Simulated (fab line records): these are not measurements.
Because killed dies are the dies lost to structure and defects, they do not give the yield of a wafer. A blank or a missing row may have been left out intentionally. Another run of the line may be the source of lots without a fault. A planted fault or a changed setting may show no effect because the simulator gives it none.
Matching of chambers -- flow gf180mcu -- GF_V4_CMP_26 on cmp-02 has 3 sister chambers
The step polishes, stops on SiO2, t overpolish 15 s, target thk 0 nm. 3 wafers are shown with their chamber, then 8 later ones without.

WAFERS PAIRED WITH THEIR CHAMBERS
wafer,chamber,motor-current-A (A)
L663.2,3,8.7
L663.4,2,9.8
L663.5,0,13.7

WAFERS WHOSE CHAMBER IS MISSING
wafer,motor-current-A (A)
L675.3,9.1
L675.4,9.6
L675.6,13.1
L676.2,9.7
L676.4,9.0
L678.3,13.1
L678.4,9.6
L678.6,13.6

EACH ONE'S CHAMBER
wafer,from the rows above,in truth
L675.3,can't be placed: 3 or 2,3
L675.4,can't be placed: 2 or 3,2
L675.6,0,0
L676.2,2,2
L676.4,can't be placed: 3 or 2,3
L678.3,0,0
L678.4,can't be placed: 2 or 3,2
L678.6,0,0
4 of 8 placed correctly. Not placeable from these rows: 4 (in 4, the candidates include the true chamber). Number placed wrongly: 0.
How it was worked out, from the rows above alone: a wafer's distance from a chamber is the root of the sum, over the readings, of the square of ((its reading less the chamber's mean) divided by the reading's scatter). If the next closest chamber is less than 2 further off than the closest, the wafer can't be placed; otherwise it belongs to the closest. Each chamber's mean is taken over the wafers shown for it. The scatter (one wafer shown for each chamber): square how far every hidden wafer sits from the nearest shown wafer, average those squares and take the square root.
